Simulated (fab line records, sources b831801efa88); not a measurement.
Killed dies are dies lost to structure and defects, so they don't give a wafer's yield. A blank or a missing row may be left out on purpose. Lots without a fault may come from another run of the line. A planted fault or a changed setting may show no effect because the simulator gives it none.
Which tool did it? | flow sky130 | 14 lots, 42 wafers sampled, at 1 step of a route of 708

WHAT THE GAUGES READ, wafer by wafer
The record holds no reading of a measuring or inspecting step that can be judged against a usual standard deviation.

WHICH TOOL RAN EACH LOT (tool, then ch and the chambers of the sampled wafers, then the start)
lot  | SKY_PAD_OPEN_EXPOSE_04
L323 | iline_stepper-01 ch 0, day 45 23:51
L324 | iline_stepper-02 ch 0, day 46 09:59
L325 | iline_stepper-02 ch 0, day 46 19:56
L329 | iline_stepper-01 ch 0, day 47 12:22
L330 | iline_stepper-02, day 47 15:55
L331 | iline_stepper-01, day 48 00:41
L332 | iline_stepper-02 ch 0, day 48 07:51
L334 | iline_stepper-02 ch 0, day 48 16:58
L342 | iline_stepper-01 ch 0, day 50 09:22
L344 | iline_stepper-02 ch 0, day 50 18:41
L343 | iline_stepper-02 ch 0, day 50 22:34
L345 | iline_stepper-02 ch 0, day 50 23:40
L341 | iline_stepper-02 ch 0, day 51 00:46
L346 | iline_stepper-01 ch 0, day 51 05:02
- SKY_PAD_OPEN_EXPOSE_04: exposes mask PDM, target cd 60000 nm.

WHAT THE TOOLS THEMSELVES READ (means of the sampled wafers that have a number; where no wafer has one, the mark that the record gives instead)
SKY_PAD_OPEN_EXPOSE_04.
lot  | tool             | exposure_dose_mJ_cm2 | focus_offset_nm (nm) | reticle_temp_C (C) | stage_vel_mm_s (mm/s)
L323 | iline_stepper-01 | 259.82               | 0.1                  | 23.01              | 500.03
L324 | iline_stepper-02 | 260.07               | -0.9                 | 23.04              | 499.78
L325 | iline_stepper-02 | 260.15               | 0.6                  | 23.03              | 500.10
L329 | iline_stepper-01 | 259.80               | -0.1                 | 23.09              | 500.11
L330 | iline_stepper-02 | -                    | -                    | -                  | -
L331 | iline_stepper-01 | -                    | -                    | -                  | -
L332 | iline_stepper-02 | 260.04               | 0.0                  | 22.90              | 500.01
L334 | iline_stepper-02 | 259.82               | -0.1                 | 23.02              | 499.74
L342 | iline_stepper-01 | 260.38               | -0.4                 | 22.87              | 500.03
L344 | iline_stepper-02 | 260.31               | 0.6                  | 22.98              | 499.99
L343 | iline_stepper-02 | 259.82               | -0.3                 | 23.03              | 500.21
L345 | iline_stepper-02 | 260.04               | -0.5                 | 23.03              | 499.98
L341 | iline_stepper-02 | 259.89               | 0.0                  | 22.98              | 500.17
L346 | iline_stepper-01 | 259.89               | 0.6                  | 23.03              | 499.92

THE ANSWER, worked out from the rows above alone
Rule: what is usual is taken from the lots themselves. Put in order of their means at a reading, lots are off if they are a third of the lots or fewer, leave a main group of 4 or more, and stand apart from it by a gap of 3 or more times the standard deviation of the main group's means; of several such gaps the widest counts. A main group whose means are all the same, to the digits that the tables above print for the reading, isn't used. A lot without any number at a reading at which 4 lots or more have one is off too. The other lots that the step has rows for count as sound. The gauges are gone through in route order, then the tools' own readings, and for those a lot's mean is taken as printed above. The first step at which some lot is off is used, and at that step the reading that is off furthest; a lot without a number counts as furthest.
Off: L330, L331, at SKY_PAD_OPEN_EXPOSE_04 (exposure_dose_mJ_cm2). Without a number there: L330, L331. The main group: mean 260.00, standard deviation 0.19.
A tool fits if, at that step or a process step before it, it ran every lot that is off, and no sound lot after the first of them. None of those tried fits.

WHAT THE SIMULATOR HAD PUT IN
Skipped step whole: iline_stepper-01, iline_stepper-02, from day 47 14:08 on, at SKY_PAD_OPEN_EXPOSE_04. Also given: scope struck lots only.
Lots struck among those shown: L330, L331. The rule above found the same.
